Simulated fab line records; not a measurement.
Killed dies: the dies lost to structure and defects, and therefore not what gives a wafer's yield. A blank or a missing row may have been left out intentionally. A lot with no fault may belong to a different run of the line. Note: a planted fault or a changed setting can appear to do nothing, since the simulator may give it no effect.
Which tool did it? | flow gf180mcu | 14 lots, 42 wafers sampled, at 4 steps of a route of 602

== WHAT EACH GAUGE READ, for each wafer ==
The record lacks any reading of a measuring or inspecting step that a usual standard deviation could be used to judge.

== WHICH TOOL RAN EACH LOT (tool, then ch and the chambers of the sampled wafers, then the start) ==
lot  | GF_M1_STRIP_17                       | GF_V1_SPUTTER_21             | GF_M2_SPUTTER_02             | GF_M2_SPUTTER_03
L430 | plasma-asher-04 ch 0,1, day 17 01:31 | pvd-sputter-02, day 18 03:23 | pvd-sputter-01, day 18 04:13 | pvd-sputter-01, day 18 04:14
L432 | plasma-asher-02 ch 0,1, day 17 19:44 | pvd-sputter-02, day 18 21:23 | pvd-sputter-01, day 18 22:12 | pvd-sputter-01, day 18 22:14
L434 | plasma-asher-04 ch 0,1, day 19 01:02 | pvd-sputter-04, day 20 03:29 | pvd-sputter-01, day 20 04:26 | pvd-sputter-01, day 20 04:28
L436 | plasma-asher-02 ch 0,1, day 19 15:53 | pvd-sputter-02, day 20 18:10 | pvd-sputter-02, day 20 19:07 | pvd-sputter-02, day 20 19:09
L437 | plasma-asher-02 ch 0,1, day 19 20:37 | pvd-sputter-02, day 20 22:44 | pvd-sputter-02, day 20 23:34 | pvd-sputter-02, day 20 23:35
L438 | plasma-asher-02 ch 0,1, day 20 07:03 | pvd-sputter-04, day 21 08:55 | pvd-sputter-01, day 21 09:44 | pvd-sputter-01, day 21 09:46
L441 | plasma-asher-02 ch 0, day 21 18:19   | pvd-sputter-04, day 22 20:18 | pvd-sputter-02, day 22 21:07 | pvd-sputter-02, day 22 21:09
L442 | plasma-asher-04 ch 0,1, day 21 20:03 | pvd-sputter-03, day 22 21:38 | pvd-sputter-02, day 22 22:28 | pvd-sputter-02, day 22 22:29
L443 | plasma-asher-01 ch 0,1, day 22 06:11 | pvd-sputter-03, day 23 07:32 | pvd-sputter-01, day 23 08:22 | pvd-sputter-01, day 23 08:24
L447 | plasma-asher-02 ch 1, day 23 13:46   | pvd-sputter-04, day 24 14:38 | pvd-sputter-03, day 24 15:28 | pvd-sputter-03, day 24 15:29
L448 | plasma-asher-04 ch 0,1, day 23 21:43 | pvd-sputter-04, day 24 21:58 | pvd-sputter-03, day 24 22:47 | pvd-sputter-03, day 24 22:49
L449 | plasma-asher-04 ch 0,1, day 24 01:12 | pvd-sputter-02, day 25 01:17 | pvd-sputter-02, day 25 02:13 | pvd-sputter-02, day 25 02:14
L450 | plasma-asher-01 ch 0,1, day 24 10:16 | pvd-sputter-03, day 25 10:09 | pvd-sputter-03, day 25 11:05 | pvd-sputter-03, day 25 11:07
L451 | plasma-asher-02 ch 0,1, day 24 16:46 | pvd-sputter-04, day 25 16:11 | pvd-sputter-02, day 25 17:07 | pvd-sputter-02, day 25 17:09
- GF_M1_STRIP_17: strips in O2/N2.
- GF_V1_SPUTTER_21: material Ti, target thk 15 nm, time 80.02 s.
- GF_M2_SPUTTER_02: material AlCu, target thk 450 nm, time 23.9 s.
- GF_M2_SPUTTER_03: material Ti, target thk 10 nm, time 6.7 s.

== WHAT THE TOOLS THEMSELVES READ (means of the sampled wafers that have a number; where no wafer has one, the mark that the record gives instead) ==
GF_M1_STRIP_17. Usual: drypump-motor-current-A 5.8 A, standard deviation 0.5; heater-power-w 343 W, standard deviation 19; oes-product-au 0.557 a.u., standard deviation 0.0055; strip-time-to-endpoint-s 7.87 s, standard deviation 0.075.
lot  | tool            | drypump-motor-current-A (A) | heater-power-w (W) | oes-product-au (a.u.) | strip-time-to-endpoint-s (s) | flag
L430 | plasma-asher-04 | 5.6                         | 345                | 0.549                 | 7.73                         |
L432 | plasma-asher-02 | 6.3                         | 353                | 0.559                 | 7.89                         |
L434 | plasma-asher-04 | 5.6                         | 342                | 0.558                 | 7.90                         |
L436 | plasma-asher-02 | 6.3                         | 343                | 0.560                 | 7.92                         |
L437 | plasma-asher-02 | 5.9                         | 360                | 0.556                 | 7.82                         |
L438 | plasma-asher-02 | 5.9                         | 359                | 0.549                 | 7.78                         |
L441 | plasma-asher-02 | 6.6                         | 330                | 0.559                 | 7.77                         |
L442 | plasma-asher-04 | 5.6                         | 339                | 0.560                 | 7.91                         |
L443 | plasma-asher-01 | 5.3                         | 332                | 0.553                 | 7.80                         |
L447 | plasma-asher-02 | 5.6                         | 371                | 0.559                 | 7.86                         |
L448 | plasma-asher-04 | 5.6                         | 336                | 0.563                 | 7.83                         |
L449 | plasma-asher-04 | 5.6                         | 335                | 0.558                 | 7.86                         |
L450 | plasma-asher-01 | 5.5                         | 321                | 0.557                 | 7.88                         |
L451 | plasma-asher-02 | 6.3                         | 347                | 0.553                 | 7.84                         |

GF_V1_SPUTTER_21. Usual: cathode-dc-power-W 2499.9 W, standard deviation 0.45; chamber-pressure-pa 5.000 Pa, standard deviation 0.0089; throttle-valve-pct 30.0 %, standard deviation 0.76.
lot  | tool           | cathode-dc-power-W (W) | chamber-pressure-pa (Pa) | throttle-valve-pct (%) | flag
L430 | pvd-sputter-02 | 2500.1                 | 5.001                    | 30.1                   |
L432 | pvd-sputter-02 | 2499.5                 | 4.994                    | 30.0                   |
L434 | pvd-sputter-04 | 2500.0                 | 4.995                    | 29.3                   |
L436 | pvd-sputter-02 | 2499.4                 | 4.998                    | 30.5                   |
L437 | pvd-sputter-02 | 2499.9                 | 4.998                    | 30.4                   |
L438 | pvd-sputter-04 | 2499.7                 | 5.000                    | 29.4                   |
L441 | pvd-sputter-04 | 2499.6                 | 4.991                    | 30.5                   |
L442 | pvd-sputter-03 | 2500.2                 | 4.999                    | 29.6                   |
L443 | pvd-sputter-03 | 2499.9                 | 5.001                    | 30.0                   |
L447 | pvd-sputter-04 | 2500.0                 | 5.005                    | 29.6                   |
L448 | pvd-sputter-04 | 2500.5                 | 5.005                    | 30.4                   |
L449 | pvd-sputter-02 | 2500.2                 | 4.990                    | 30.1                   |
L450 | pvd-sputter-03 | 2500.2                 | 5.002                    | 29.5                   |
L451 | pvd-sputter-04 | 2499.9                 | 5.000                    | 30.2                   |

GF_M2_SPUTTER_02. Usual: cathode-dc-power-W 10600 W, standard deviation 2; chamber-pressure-pa 0.4001 Pa, standard deviation 0.00073; throttle-valve-pct 29.9 %, standard deviation 0.69.
lot  | tool           | cathode-dc-power-W (W) | chamber-pressure-pa (Pa) | throttle-valve-pct (%) | flag
L430 | pvd-sputter-01 | 10601                  | 0.3999                   | 29.4                   |
L432 | pvd-sputter-01 | 10601                  | 0.3995                   | 30.1                   |
L434 | pvd-sputter-01 | 10599                  | 0.4003                   | 29.9                   |
L436 | pvd-sputter-02 | 10601                  | 0.4001                   | 30.2                   |
L437 | pvd-sputter-02 | 10599                  | 0.4004                   | 29.8                   |
L438 | pvd-sputter-01 | 10600                  | 0.3999                   | 30.0                   |
L441 | pvd-sputter-02 | 10600                  | 0.4001                   | 30.4                   |
L442 | pvd-sputter-02 | 10601                  | 0.3998                   | 30.7                   |
L443 | pvd-sputter-01 | 10599                  | 0.4005                   | 29.4                   |
L447 | pvd-sputter-03 | 10600                  | 0.4002                   | 29.7                   |
L448 | pvd-sputter-03 | 10601                  | 0.3997                   | 30.2                   |
L449 | pvd-sputter-02 | 10602                  | 0.3997                   | 30.0                   |
L450 | pvd-sputter-03 | 10600                  | 0.3999                   | 30.0                   |
L451 | pvd-sputter-02 | 10598                  | 0.3989                   | 30.4                   |

GF_M2_SPUTTER_03. Usual: cathode-dc-power-W 3000.0 W, standard deviation 0.6; chamber-pressure-pa 0.3000 Pa, standard deviation 0.0006; throttle-valve-pct 29.9 %, standard deviation 0.7.
lot  | tool           | cathode-dc-power-W (W) | chamber-pressure-pa (Pa) | throttle-valve-pct (%) | flag
L430 | pvd-sputter-01 | 3000.4                 | 0.2999                   | 29.1                   |
L432 | pvd-sputter-01 | 3000.4                 | 0.2997                   | 29.8                   |
L434 | pvd-sputter-01 | 3000.2                 | 0.2998                   | 30.0                   |
L436 | pvd-sputter-02 | 3000.3                 | 0.2998                   | 30.2                   |
L437 | pvd-sputter-02 | -                      | -                        | -                      | OFF
L438 | pvd-sputter-01 | -                      | -                        | -                      | OFF
L441 | pvd-sputter-02 | 3000.1                 | 0.3002                   | 30.2                   |
L442 | pvd-sputter-02 | 3000.2                 | 0.2997                   | 30.6                   |
L443 | pvd-sputter-01 | 2999.8                 | 0.3006                   | 29.6                   |
L447 | pvd-sputter-03 | 2999.9                 | 0.3005                   | 29.6                   |
L448 | pvd-sputter-03 | 3000.4                 | 0.2991                   | 30.1                   |
L449 | pvd-sputter-02 | 2999.9                 | 0.2996                   | 30.0                   |
L450 | pvd-sputter-03 | 2999.1                 | 0.3003                   | 30.1                   |
L451 | pvd-sputter-02 | 2999.8                 | 0.2999                   | 30.5                   |

== THE ANSWER, worked out from the rows above alone ==
Rule: a lot is off if the mean of its wafers that have a number lies more than 3 standard deviations from the usual mean. A lot without any number at a reading at which 4 lots or more have one is off too. The other lots that the step has rows for count as sound. First the gauges in route order, then the tools' own readings, where a lot's mean is used as printed above. The first step at which some lot is off is used, and at that step the reading that is off furthest; a lot without a number counts as furthest.
Off: L437, L438, at GF_M2_SPUTTER_03 (cathode-dc-power-W). Without a number there: L437, L438.
If a tool, at that step or one of the process steps before it, ran each lot that is off and ran no sound lot following the first of them, it fits. Not one of the candidates tried fits.

== WHAT THE SIMULATOR HAD PUT IN ==
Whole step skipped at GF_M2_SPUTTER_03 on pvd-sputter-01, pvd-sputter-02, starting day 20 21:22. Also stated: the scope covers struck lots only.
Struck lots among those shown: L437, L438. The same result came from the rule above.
